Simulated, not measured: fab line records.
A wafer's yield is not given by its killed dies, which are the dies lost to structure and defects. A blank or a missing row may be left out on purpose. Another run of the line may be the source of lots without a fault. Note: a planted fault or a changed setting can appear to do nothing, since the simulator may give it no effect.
What tool caused it? / flow sky130 / Sampling: 11 lots, 33 wafers, 4 of 708 route steps

== WHAT THE GAUGES READ, wafer by wafer ==
SKY_POLY_GATE_THK_MEAS_04. Usual: for POLY_GATE_CVD_03_THK the level is 75.6 nm and the standard deviation is 0.68.
lot=L450; measured=day 15 22:39; on=film_metro-01; POLY_GATE_CVD_03_THK (nm)=75.9 76.6 75.9; flag=
lot=L451; measured=day 16 04:50; on=film_metro-03; POLY_GATE_CVD_03_THK (nm)=75.1 75.3 75.1; flag=
lot=L456; measured=day 17 19:47; on=film_metro-01; POLY_GATE_CVD_03_THK (nm)=76.2 75.2 75.9; flag=
lot=L457; measured=day 17 22:55; on=film_metro-03; POLY_GATE_CVD_03_THK (nm)=76.4 76.5 75.8; flag=
lot=L459; measured=day 19 05:47; on=film_metro-01; POLY_GATE_CVD_03_THK (nm)=75.5 74.7 75.1; flag=
lot=L463; measured=day 20 13:55; on=film_metro-03; POLY_GATE_CVD_03_THK (nm)=75.4 75.3 75.0; flag=
lot=L465; measured=day 21 12:40; on=film_metro-04; POLY_GATE_CVD_03_THK (nm)=76.2 75.7 75.7; flag=
lot=L469; measured=day 22 10:59; on=film_metro-01; POLY_GATE_CVD_03_THK (nm)=74.6 74.3 74.7; flag=
lot=L470; measured=day 22 12:59; on=film_metro-04; POLY_GATE_CVD_03_THK (nm)=75.4 75.1 75.2; flag=
lot=L471; measured=day 23 03:04; on=film_metro-03; POLY_GATE_CVD_03_THK (nm)=74.9 75.1 74.9; flag=
lot=L472; measured=day 23 09:32; on=film_metro-03; POLY_GATE_CVD_03_THK (nm)=75.4 75.1 76.5; flag=

== WHICH TOOL RAN EACH LOT (tool, then ch and the chambers of the sampled wafers, then the start) ==
lot=L450; SKY_FIELD_ISO_ETCH_15=rie_diel-03 ch 1,3, day 2 14:22; SKY_FIELD_ISO_STRIP_16=plasma_asher-02 ch 0,1, day 2 14:26; SKY_FIELD_ISO_CMP_27=cmp-01 ch 2,3, day 2 19:31
lot=L451; SKY_FIELD_ISO_ETCH_15=rie_diel-04 ch 0,2,3, day 2 15:04; SKY_FIELD_ISO_STRIP_16=plasma_asher-01 ch 0,1, day 2 15:08; SKY_FIELD_ISO_CMP_27=cmp-02 ch 0,1,2, day 2 19:37
lot=L456; SKY_FIELD_ISO_ETCH_15=rie_diel-04 ch 0,1,3, day 3 19:40; SKY_FIELD_ISO_STRIP_16=plasma_asher-01 ch 0,1, day 3 19:44; SKY_FIELD_ISO_CMP_27=cmp-02 ch 0,2, day 3 23:07
lot=L457; SKY_FIELD_ISO_ETCH_15=rie_diel-04 ch 0,1,2, day 3 22:28; SKY_FIELD_ISO_STRIP_16=plasma_asher-01 ch 0,1, day 3 22:32; SKY_FIELD_ISO_CMP_27=cmp-02 ch 0,1,2, day 4 02:55
lot=L459; SKY_FIELD_ISO_ETCH_15=rie_diel-04 ch 0,1, day 4 09:19; SKY_FIELD_ISO_STRIP_16=plasma_asher-02 ch 0,1, day 4 09:23; SKY_FIELD_ISO_CMP_27=cmp-01 ch 0,2,3, day 4 15:34
lot=L463; SKY_FIELD_ISO_ETCH_15=rie_diel-02 ch 1,3, day 5 06:40; SKY_FIELD_ISO_STRIP_16=plasma_asher-01 ch 0,1, day 5 06:44; SKY_FIELD_ISO_CMP_27=cmp-02 ch 0,1, day 5 11:10
lot=L465; SKY_FIELD_ISO_ETCH_15=rie_diel-02 ch 0,1,2, day 5 19:13; SKY_FIELD_ISO_STRIP_16=plasma_asher-02 ch 0,1, day 5 19:17; SKY_FIELD_ISO_CMP_27=cmp-02 ch 0,2,3, day 6 00:40
lot=L469; SKY_FIELD_ISO_ETCH_15=rie_diel-03 ch 0,1,3, day 6 12:49; SKY_FIELD_ISO_STRIP_16=plasma_asher-02 ch 0,1, day 6 12:52; SKY_FIELD_ISO_CMP_27=cmp-01 ch 1,2,3, day 6 19:45
lot=L470; SKY_FIELD_ISO_ETCH_15=rie_diel-04 ch 1,3, day 6 18:28; SKY_FIELD_ISO_STRIP_16=plasma_asher-04 ch 0,1, day 6 18:31; SKY_FIELD_ISO_CMP_27=cmp-01 ch 0,1, day 6 21:52
lot=L471; SKY_FIELD_ISO_ETCH_15=rie_diel-04 ch 2,3, day 7 00:19; SKY_FIELD_ISO_STRIP_16=plasma_asher-02 ch 0,1, day 7 00:22; SKY_FIELD_ISO_CMP_27=cmp-02 ch 0,1,3, day 7 03:42
lot=L472; SKY_FIELD_ISO_ETCH_15=rie_diel-02 ch 1,2,3, day 7 04:58; SKY_FIELD_ISO_STRIP_16=plasma_asher-02 ch 0,1, day 7 05:01; SKY_FIELD_ISO_CMP_27=cmp-01 ch 0,1,3, day 7 08:55
- SKY_FIELD_ISO_ETCH_15: etches the open film in CHF3/O2, stops on Si, target depth 180 nm, time 72 s.
- SKY_FIELD_ISO_STRIP_16: strips in O2/N2.
- SKY_FIELD_ISO_CMP_27: polishes, stops on Si3N4, t overpolish 16 s, target thk 457.8 nm.

== AS READ BY THE TOOLS THEMSELVES (means over the sampled wafers that have a number; for cases with no such wafer, the mark the record gives instead) ==
SKY_FIELD_ISO_ETCH_15. Usual: chamber_pressure_mTorr 40.00 mTorr, standard deviation 0.038; drypump_motor_current_A 5.6 A, standard deviation 0.42; oes_product_au 0.949 a.u., standard deviation 0.0067; throttle_valve_pct 8.846 %, standard deviation 0.01.
lot=L450; tool=rie_diel-03; chamber_pressure_mTorr (mTorr)=40.00; drypump_motor_current_A (A)=5.3; oes_product_au (a.u.)=0.948; throttle_valve_pct (%)=8.842; flag=
lot=L451; tool=rie_diel-04; chamber_pressure_mTorr (mTorr)=39.99; drypump_motor_current_A (A)=5.4; oes_product_au (a.u.)=0.954; throttle_valve_pct (%)=8.850; flag=
lot=L456; tool=rie_diel-04; chamber_pressure_mTorr (mTorr)=39.98; drypump_motor_current_A (A)=5.5; oes_product_au (a.u.)=0.944; throttle_valve_pct (%)=8.842; flag=
lot=L457; tool=rie_diel-04; chamber_pressure_mTorr (mTorr)=39.98; drypump_motor_current_A (A)=5.6; oes_product_au (a.u.)=0.950; throttle_valve_pct (%)=8.847; flag=
lot=L459; tool=rie_diel-04; chamber_pressure_mTorr (mTorr)=39.97; drypump_motor_current_A (A)=5.6; oes_product_au (a.u.)=0.952; throttle_valve_pct (%)=8.841; flag=
lot=L463; tool=rie_diel-02; chamber_pressure_mTorr (mTorr)=39.96; drypump_motor_current_A (A)=5.3; oes_product_au (a.u.)=0.944; throttle_valve_pct (%)=8.846; flag=
lot=L465; tool=rie_diel-02; chamber_pressure_mTorr (mTorr)=39.99; drypump_motor_current_A (A)=5.9; oes_product_au (a.u.)=0.950; throttle_valve_pct (%)=8.854; flag=
lot=L469; tool=rie_diel-03; chamber_pressure_mTorr (mTorr)=40.03; drypump_motor_current_A (A)=5.6; oes_product_au (a.u.)=0.949; throttle_valve_pct (%)=8.849; flag=
lot=L470; tool=rie_diel-04; chamber_pressure_mTorr (mTorr)=40.01; drypump_motor_current_A (A)=5.6; oes_product_au (a.u.)=0.946; throttle_valve_pct (%)=8.844; flag=
lot=L471; tool=rie_diel-04; chamber_pressure_mTorr (mTorr)=40.03; drypump_motor_current_A (A)=5.5; oes_product_au (a.u.)=0.951; throttle_valve_pct (%)=8.842; flag=
lot=L472; tool=rie_diel-02; chamber_pressure_mTorr (mTorr)=40.01; drypump_motor_current_A (A)=5.6; oes_product_au (a.u.)=0.948; throttle_valve_pct (%)=8.836; flag=

SKY_FIELD_ISO_STRIP_16. Usual: chamber_pressure_mTorr 1499.9 mTorr, standard deviation 1.4; drypump_motor_current_A 6.1 A, standard deviation 0.36; oes_product_au 0.378 a.u., standard deviation 0.0051; strip_time_to_endpoint_s 3.56 s, standard deviation 0.035.
lot=L450; tool=plasma_asher-02; chamber_pressure_mTorr (mTorr)=1499.9; drypump_motor_current_A (A)=5.9; oes_product_au (a.u.)=0.382; strip_time_to_endpoint_s (s)=3.58; flag=
lot=L451; tool=plasma_asher-01; chamber_pressure_mTorr (mTorr)=1500.2; drypump_motor_current_A (A)=6.5; oes_product_au (a.u.)=0.376; strip_time_to_endpoint_s (s)=3.53; flag=
lot=L456; tool=plasma_asher-01; chamber_pressure_mTorr (mTorr)=1501.3; drypump_motor_current_A (A)=6.5; oes_product_au (a.u.)=0.361; strip_time_to_endpoint_s (s)=3.14; flag=OFF
lot=L457; tool=plasma_asher-01; chamber_pressure_mTorr (mTorr)=1500.1; drypump_motor_current_A (A)=6.5; oes_product_au (a.u.)=0.359; strip_time_to_endpoint_s (s)=3.19; flag=OFF
lot=L459; tool=plasma_asher-02; chamber_pressure_mTorr (mTorr)=1499.5; drypump_motor_current_A (A)=6.0; oes_product_au (a.u.)=0.345; strip_time_to_endpoint_s (s)=2.74; flag=OFF
lot=L463; tool=plasma_asher-01; chamber_pressure_mTorr (mTorr)=1500.4; drypump_motor_current_A (A)=6.5; oes_product_au (a.u.)=0.376; strip_time_to_endpoint_s (s)=3.56; flag=
lot=L465; tool=plasma_asher-02; chamber_pressure_mTorr (mTorr)=1500.5; drypump_motor_current_A (A)=5.9; oes_product_au (a.u.)=0.380; strip_time_to_endpoint_s (s)=3.56; flag=
lot=L469; tool=plasma_asher-02; chamber_pressure_mTorr (mTorr)=1500.4; drypump_motor_current_A (A)=6.0; oes_product_au (a.u.)=0.377; strip_time_to_endpoint_s (s)=3.54; flag=
lot=L470; tool=plasma_asher-04; chamber_pressure_mTorr (mTorr)=1501.1; drypump_motor_current_A (A)=5.5; oes_product_au (a.u.)=0.374; strip_time_to_endpoint_s (s)=3.51; flag=
lot=L471; tool=plasma_asher-02; chamber_pressure_mTorr (mTorr)=1500.4; drypump_motor_current_A (A)=6.0; oes_product_au (a.u.)=0.381; strip_time_to_endpoint_s (s)=3.53; flag=
lot=L472; tool=plasma_asher-02; chamber_pressure_mTorr (mTorr)=1498.9; drypump_motor_current_A (A)=6.0; oes_product_au (a.u.)=0.378; strip_time_to_endpoint_s (s)=3.62; flag=

SKY_FIELD_ISO_CMP_27. Usual: motor_current_A at 12.0 A, with a standard deviation of 1.4.
lot=L450; tool=cmp-01; motor_current_A (A)=11.7; flag=
lot=L451; tool=cmp-02; motor_current_A (A)=12.9; flag=
lot=L456; tool=cmp-02; motor_current_A (A)=14.1; flag=
lot=L457; tool=cmp-02; motor_current_A (A)=12.9; flag=
lot=L459; tool=cmp-01; motor_current_A (A)=12.0; flag=
lot=L463; tool=cmp-02; motor_current_A (A)=12.4; flag=
lot=L465; tool=cmp-02; motor_current_A (A)=12.8; flag=
lot=L469; tool=cmp-01; motor_current_A (A)=11.3; flag=
lot=L470; tool=cmp-01; motor_current_A (A)=11.5; flag=
lot=L471; tool=cmp-02; motor_current_A (A)=12.3; flag=
lot=L472; tool=cmp-01; motor_current_A (A)=11.5; flag=

== THE ANSWER, worked out from the rows above alone ==
Rule: a lot is off if the mean of its wafers that have a number lies more than 3 standard deviations from the usual mean. A lot without any number at a reading at which 4 lots or more have one is off too. Where the step has rows for the other lots, those lots are counted as sound. First the gauges in route order, then the tools' own readings, where a lot's mean is used as printed above. At the first step where some lot is off, the reading lying furthest off is the one used; lots without a number count as furthest.
Off: L456, L457, L459 (SKY_FIELD_ISO_STRIP_16, strip_time_to_endpoint_s).
If a tool, at that step or one of the process steps before it, ran each lot that is off and ran no sound lot following the first of them, it fits. None of those tried fits.

== WHAT THE SIMULATOR HAD INSERTED ==
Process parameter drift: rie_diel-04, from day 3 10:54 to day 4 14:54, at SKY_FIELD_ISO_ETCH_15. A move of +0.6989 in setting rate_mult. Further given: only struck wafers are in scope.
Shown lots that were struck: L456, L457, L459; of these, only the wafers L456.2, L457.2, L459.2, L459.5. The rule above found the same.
